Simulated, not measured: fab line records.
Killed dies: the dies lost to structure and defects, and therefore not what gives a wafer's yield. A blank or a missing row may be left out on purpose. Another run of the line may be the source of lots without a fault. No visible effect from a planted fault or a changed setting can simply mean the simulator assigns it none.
Split-lot study	flow sky130	route with 708 steps; 5 lots, 23 wafers read

== SPLIT DETAILS ==
At SKY_POLY_CUT_ETCH_10 (etches BARC in N2/H2, stops on SiO2, time 45.9 s, target depth 60 nm), the setting timeS was moved away from the recipe's 45.9 s on 7 of the 23 wafers read, by -12.9% to +10.1%. All remaining wafers had this setting at the recipe value.

The split's own step is where the reading is taken.

== THE READING ==
oesProductAu, in a.u., at SKY_POLY_CUT_ETCH_10 (etches BARC in N2/H2, stops on SiO2, time 45.9 s, target depth 60 nm). Fault-free wafers of this fab line usually give 0.856 a.u., standard deviation 0.0052 a.u.

wafer	tool, chamber at the split	timeS as run, s	against the recipe	oesProductAu, a.u.	against lot-mates on the recipe
L074.2	rieDiel-02, 2	45.9	recipe	0.857	-
L074.3	rieDiel-02, 1	45.9	recipe	0.858	-
L074.4	rieDiel-02, 0	45.9	recipe	0.851	-
L075.1	rieDiel-03, 1	50.54	+10.1%	0.844	-0.007
L075.2	rieDiel-03, 3	50.54	+10.1%	0.829	-0.022
L075.3	rieDiel-03, 2	50.54	+10.1%	0.833	-0.018
L075.5	rieDiel-03, 2	45.9	recipe	0.850	-
L075.6	rieDiel-03, 3	45.9	recipe	0.852	-
L080.1	rieDiel-01, 3	45.9	recipe	0.858	-
L080.2	rieDiel-01, 0	45.9	recipe	0.859	-
L080.3	rieDiel-01, 1	45.9	recipe	0.856	-
L080.4	rieDiel-01, 2	39.96	-12.9%	0.925	+0.067
L080.5	rieDiel-01, 0	39.96	-12.9%	0.919	+0.061
L083.1	rieDiel-01, 1	45.9	recipe	0.858	-
L083.2	rieDiel-01, 0	45.9	recipe	0.850	-
L083.3	rieDiel-01, 3	45.9	recipe	0.853	-
L083.5	rieDiel-01, 0	45.9	recipe	0.857	-
L083.6	rieDiel-01, 3	45.9	recipe	0.853	-
L085.1	rieDiel-02, 2	45.9	recipe	0.855	-
L085.2	rieDiel-02, 3	49.12	+7.0%	0.839	-0.022
L085.3	rieDiel-02, 1	49.12	+7.0%	0.844	-0.017
L085.4	rieDiel-02, 0	45.9	recipe	0.865	-
L085.6	rieDiel-02, 1	45.9	recipe	0.863	-

THE FIT
A straight line over all 23 wafers: oesProductAu changes by -0.00355 a.u. for each +1% of timeS; r = -0.92; the points scatter about the line by 0.0089 a.u.
The same after taking each lot's own level away (the mean of its wafers on the recipe; 23 wafers): -0.00338 a.u. for each +1%; r = -0.91; scatter 0.009 a.u.
On that fit, the largest move of timeS shifts the reading by 0.044 a.u.
Measured against the standard deviation above, the lots' own levels, which go from 0.8510 to 0.8610 a.u., span 1.9 times it.
Hence the lot-to-lot level has little effect on the slope; both slopes agree.
Check: with one of the wafers moved furthest among these (-12.9%) left out of the fit, the line predicts +0.0399 a.u. for it against its lot-mates. It came out at +0.0673 a.u. against them.
Tool readings at the split's step, against how far the setting was moved: oesProductAu r = -0.92.

== FURTHER SPLITS ON THESE WAFERS ==
Note: prior to the reading, these wafers also went through further splits. Each is held against what the fit with the lots' levels taken away leaves over:
other split on the same wafers	wafers away from the commonest value	r with oesProductAu (lot level and that fit taken away)
SKY_LDD_HVP_COAT_02 resistThkNm	9	+0.13
SKY_LDD_LDN_COAT_02 resistThkNm	8	+0.31
SKY_LDD_LDN_IMPLANT_08 energyKev	6	+0.36
SKY_POLY_CUT_COAT_03 spinRpm	5	-0.11

== FILE'S OWN FIT ==
oesProductAu changes by -0.00355 a.u. for each +1% of timeS, r = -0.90.
